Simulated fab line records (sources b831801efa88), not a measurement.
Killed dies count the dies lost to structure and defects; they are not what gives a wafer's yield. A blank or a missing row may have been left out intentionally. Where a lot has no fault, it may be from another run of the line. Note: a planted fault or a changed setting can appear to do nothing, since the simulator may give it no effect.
Chamber matching -- flow gf180mcu -- 3 sister chambers for GF_CONTACT_CVD_02 on pecvd-01
The step deposits SiO2 from TEOS, target thk 860 nm, time 95.992 s. 6 wafers are shown with their chamber, then 7 later ones without.

WAFERS WITH THEIR CHAMBER
wafer,chamber,heater-power-w (W),rf-fwd-power-W (W)
L086.1,2,657,598.0
L090.1,0,658,597.3
L090.2,1,615,598.2
L090.3,2,671,594.8
L091.2,1,653,598.8
L091.5,0,578,598.8

WAFERS WITH NO CHAMBER GIVEN
wafer,heater-power-w (W),rf-fwd-power-W (W)
L091.6,528,597.3
L093.4,647,595.4
L093.5,690,596.9
L093.6,692,599.5
L095.1,670,596.0
L095.4,570,596.7
L095.5,534,598.5

EACH ONE'S CHAMBER
wafer,from the rows above,in truth
L091.6,can't be placed: 0 or 1 or 2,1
L093.4,can't be placed: 2 or 0 or 1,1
L093.5,can't be placed: 2 or 1 or 0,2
L093.6,can't be placed: 1 or 0 or 2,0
L095.1,can't be placed: 2 or 1 or 0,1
L095.4,can't be placed: 0 or 1 or 2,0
L095.5,can't be placed: 0 or 1 or 2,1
0 of 7 placed correctly. These rows do not allow placing 7 (true chamber among the candidates in 7). Number placed wrongly: 0.
How it was worked out, from the rows above alone: a wafer's distance from a chamber is the root of the sum, over the readings, of the square of ((its reading less the chamber's mean) divided by the reading's scatter). The wafer belongs to the nearest chamber; if the next one is less than 2 further off, it can't be placed. The mean given for a chamber averages the wafers shown for that chamber. How the scatter is found: for the shown wafers, subtract from each reading the mean of its chamber, square and add these, divide the total by (wafers less chambers), then take the root.
